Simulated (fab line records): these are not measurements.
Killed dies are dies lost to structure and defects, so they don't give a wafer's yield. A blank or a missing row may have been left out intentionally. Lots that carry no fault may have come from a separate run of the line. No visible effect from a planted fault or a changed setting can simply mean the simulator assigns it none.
Problem report in the 8D (eight disciplines) form, filled by code + flow gf180mcu + the parts of the form that need people (team, actions taken, sign-off) are left out

## 1. PROBLEM STATEMENT
HV_LDD_CVD_56_THK at GF_HV_LDD_THK_MEAS_57 reads a mean of 96.4 nm on 3 wafers of 1 lot; wafers without a fault read 89.7 nm with a standard deviation of 0.91. That is +7.4 standard deviations from the usual mean.
Earliest sighting: wafer L933.2 on film metro-04 at day 19 13:46. At this step, 36 wafers from 12 lots have a number in the record. Rule for "out" (also "out of limits"): further than 4 standard deviations from the usual mean. All remaining wafers that have a number are taken as sound.

## 2. WHAT IT IS AND WHAT IT IS NOT
| question                    | is                     | is not                                                           |
|-----------------------------|------------------------|------------------------------------------------------------------|
| which readings at this step | HV_LDD_CVD_56_THK      | -                                                                |
| which lots                  | L933                   | L912, L913, L916, L917, L920, L921, L922, L923, L926, L927, L931 |
| which wafers of those lots  | all that have a number | -                                                                |
| read on which gauges        | film metro-04          | film metro-01, film metro-02                                     |
| when                        | from day 19 13:46      | up to then (33 sound wafers)                                     |

## 3. WHAT RULES OUT EACH SUSPECT
Counting: a tool at any process step up to the reading remains a suspect when it ran all the lots that are out and ran no sound lot after the first of those.
- the gauge at GF_HV_LDD_THK_MEAS_57 is ruled out. All the wafers that are out were read on film metro-04, but those of them that GF_HV_LDD_CVD_56 has rows for are out there too, on other tools.
- lpcvd-01 at GF_HV_LDD_CVD_56 (deposits Si3N4 from DCS/NH3, target thk 90 nm, time 1543 s): kept. It ran the lot that is out, L933 (day 19 12:19), and no sound lot after that; its last sound lot up to then is L926 (day 17 04:14). Its own susceptor temp C readings are out on those wafers.
Remaining after the count: lpcvd-01 at GF_HV_LDD_CVD_56.

## 4. THE CAUSE (what the simulator had put in)
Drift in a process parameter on lpcvd-01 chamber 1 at GF_HV_LDD_CVD_56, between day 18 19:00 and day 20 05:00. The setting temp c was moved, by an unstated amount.
Counting left only this tool.

## 5. THE EFFECT CHAIN, in route order
Each row: a reading whose mean over the struck wafers that have a number lies more than 3 standard deviations from the usual. Readings are gone through only where the record gives a usual standard deviation; hours: the median, over the lots, of the time from a lot's start at the first step in this table giving one to that lot's start at this step; sigmas: the change measured in usual standard deviations.
| hours | step                  | reading           | usual      | on struck wafers | change | sigmas |
|-------|-----------------------|-------------------|------------|------------------|--------|--------|
| 0     | GF_HV_LDD_CVD_56      | spike tc centre C | 770.7 C    | 775.9            | +5.2   | +3.7   |
| 0     | GF_HV_LDD_CVD_56      | spike tc upper C  | 770.2 C    | 773.7            | +3.5   | +3.2   |
| 0     | GF_HV_LDD_CVD_56      | susceptor temp C  | 770.1 C    | 773.5            | +3.4   | +11    |
| 1     | GF_HV_LDD_THK_MEAS_57 | HV_LDD_CVD_56_THK | 89.7 nm    | 96.4             | +6.7   | +7.4   |
| 1     | GF_HV_LDD_ETCHBACK_58 | oes product au    | 0.841 a.u. | 0.872            | +0.031 | +4.7   |
The process steps in it:
- GF_HV_LDD_CVD_56: deposits Si3N4 from DCS/NH3, target thk 90 nm, time 1543 s.
- GF_HV_LDD_ETCHBACK_58: etches Si3N4 in CH3F/O2, stops on SiO2, time 100 s, target depth 90 nm.
At these later measuring or inspecting steps, every struck wafer for which the step has a row has a number for every such reading, and none has moved that far: GF_SALICIDE_RS_MEAS_04, GF_CONTACT_THK_MEAS_01.

## 6. HOW IT WOULD HAVE BEEN CAUGHT EARLIER
Counted from the fault's start at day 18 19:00, it took 19 hours until the first out-of-limits reading at a measuring or inspecting step in this record, taken at day 19 13:46.
Tool's own readings at GF_HV_LDD_CVD_56, susceptor temp C: out on all struck wafers the step has rows for; an alarm limit on them would have tripped on the first.
Lots out: 1; all had begun GF_HV_LDD_CVD_56 on lpcvd-01 by day 19 13:46. Holding the tool at that point would not have protected any of them.
